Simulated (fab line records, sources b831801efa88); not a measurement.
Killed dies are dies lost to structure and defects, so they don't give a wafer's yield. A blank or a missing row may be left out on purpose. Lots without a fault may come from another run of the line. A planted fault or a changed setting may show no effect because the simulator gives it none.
Which tool did it? | flow sky130 | 13 lots, 39 wafers sampled, at 2 steps of a route of 708

WHAT THE GAUGES READ, wafer by wafer
SKY_SD_N_TW_MEAS_12. Usual: SD_N_TW 4050, standard deviation 30.
lot  | measured     | on            | SD_N_TW        | flag
L626 | day 27 20:11 | film_metro-03 | 3985 4017 4012 |
L627 | day 27 22:47 | film_metro-01 | 4031 4038 4021 |
L628 | day 28 14:11 | film_metro-01 | 4028 4047 4042 |
L629 | day 28 15:14 | film_metro-04 | 4027 4048 4042 |
L631 | day 29 14:44 | film_metro-04 | 4056 4065 4059 |
L635 | day 31 13:59 | film_metro-04 | 4070 4113 4052 |
L634 | day 31 15:13 | film_metro-04 | 4074 4093 4070 |
L637 | day 31 16:05 | film_metro-03 | 4020 4025 4030 |
L641 | day 33 01:47 | film_metro-04 | 4091 4087 4078 |
L643 | day 33 14:31 | film_metro-01 | 4102 4084 4057 |
L646 | day 34 02:57 | film_metro-03 | 4044 4027 4051 |
L647 | day 34 10:35 | film_metro-04 | 4087 4100 4065 |
L649 | day 35 01:23 | film_metro-04 | 4097 4088 4085 |

SKY_LI_CONTACT_BOW_MEAS_03. Usual: LI_CONTACT_BOW 55 um, standard deviation 7.6.
lot  | measured     | on            | LI_CONTACT_BOW (um) | flag
L626 | day 27 21:19 | film_metro-03 | 35 50 48            |
L627 | day 27 23:55 | film_metro-04 | 53 65 59            |
L628 | day 28 15:20 | film_metro-03 | 71 58 57            |
L629 | day 28 16:25 | film_metro-01 | 50 48 46            |
L631 | day 29 15:53 | film_metro-04 | 40 54 56            |
L635 | day 31 15:10 | film_metro-01 | 64 47 60            |
L634 | day 31 16:20 | film_metro-03 | 66 69 57            |
L637 | day 31 17:39 | film_metro-01 | 55 58 51            |
L641 | day 33 02:54 | film_metro-03 | 53 61 65            |
L643 | day 33 15:39 | film_metro-04 | 68 65 58            |
L646 | day 34 04:05 | film_metro-03 | 64 69 51            |
L647 | day 34 11:43 | film_metro-03 | 51 50 42            |
L649 | day 35 02:32 | film_metro-01 | 63 55 46            |

WHICH TOOL RAN EACH LOT (tool, then ch and the chambers of the sampled wafers, then the start)
The record holds no process step before these readings.

WHAT THE TOOLS THEMSELVES READ (means of the sampled wafers that have a number; where no wafer has one, the mark that the record gives instead)
The record holds no such reading with a usual standard deviation.

THE ANSWER, worked out from the rows above alone
Rule: a lot is off if the mean of its wafers that have a number lies more than 3 standard deviations from the usual mean. A lot without any number at a reading at which 4 lots or more have one is off too. The other lots that the step has rows for count as sound. The gauges are gone through in route order, then the tools' own readings, and for those a lot's mean is taken as printed above. The first step at which some lot is off is used, and at that step the reading that is off furthest; a lot without a number counts as furthest.
No lot is off at any reading shown: from this, nothing can be told.

WHAT THE SIMULATOR HAD PUT IN
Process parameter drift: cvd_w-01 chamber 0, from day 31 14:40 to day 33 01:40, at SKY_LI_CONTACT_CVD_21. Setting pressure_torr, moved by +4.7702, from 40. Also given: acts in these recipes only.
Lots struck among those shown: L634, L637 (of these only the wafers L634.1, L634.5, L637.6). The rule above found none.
